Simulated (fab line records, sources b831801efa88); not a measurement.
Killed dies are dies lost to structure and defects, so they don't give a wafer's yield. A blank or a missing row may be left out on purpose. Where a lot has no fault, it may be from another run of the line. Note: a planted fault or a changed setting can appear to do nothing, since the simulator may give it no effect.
Matching of chambers	flow sky130	cmp-02 running SKY_VIA3_CMP_02: 4 sister chambers
The step polishes SiO2. 4 wafers are shown with their chamber, then 12 later ones without.

== WAFERS WITH THEIR CHAMBER ==
wafer	chamber	motor-current-A (A)
L084.2	1	12.1
L088.1	0	12.7
L088.4	3	11.5
L088.6	2	10.3

== WAFERS WHOSE CHAMBER IS MISSING ==
wafer	motor-current-A (A)
L090.2	10.0
L090.5	11.8
L090.6	10.5
L091.2	12.2
L091.3	11.3
L091.4	11.5
L093.4	10.9
L093.5	13.2
L093.6	11.4
L097.3	12.6
L097.4	11.6
L097.5	12.3

== EACH ONE'S CHAMBER ==
wafer	from the rows above	in truth
L090.2	2	2
L090.5	can't be placed: 1 or 3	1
L090.6	2	2
L091.2	can't be placed: 1 or 0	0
L091.3	3	3
L091.4	3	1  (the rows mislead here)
L093.4	can't be placed: 2 or 3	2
L093.5	0	0
L093.6	3	3
L097.3	can't be placed: 0 or 1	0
L097.4	can't be placed: 3 or 1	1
L097.5	can't be placed: 1 or 0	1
Correctly placed: 5 of 12. Unplaceable from these rows: 6, with the true chamber sitting among the candidates in 6. Number placed wrongly: 1.
How it was worked out, from the rows above alone: a wafer's distance from a chamber is the root of the sum, over the readings, of the square of ((its reading less the chamber's mean) divided by the reading's scatter). If the next closest chamber is less than 2 further off than the closest, the wafer can't be placed; otherwise it belongs to the closest. The mean given for a chamber averages the wafers shown for that chamber. The scatter: with one shown wafer a chamber, the root of the mean of the squares of how far each hidden wafer lies from its nearest shown one.
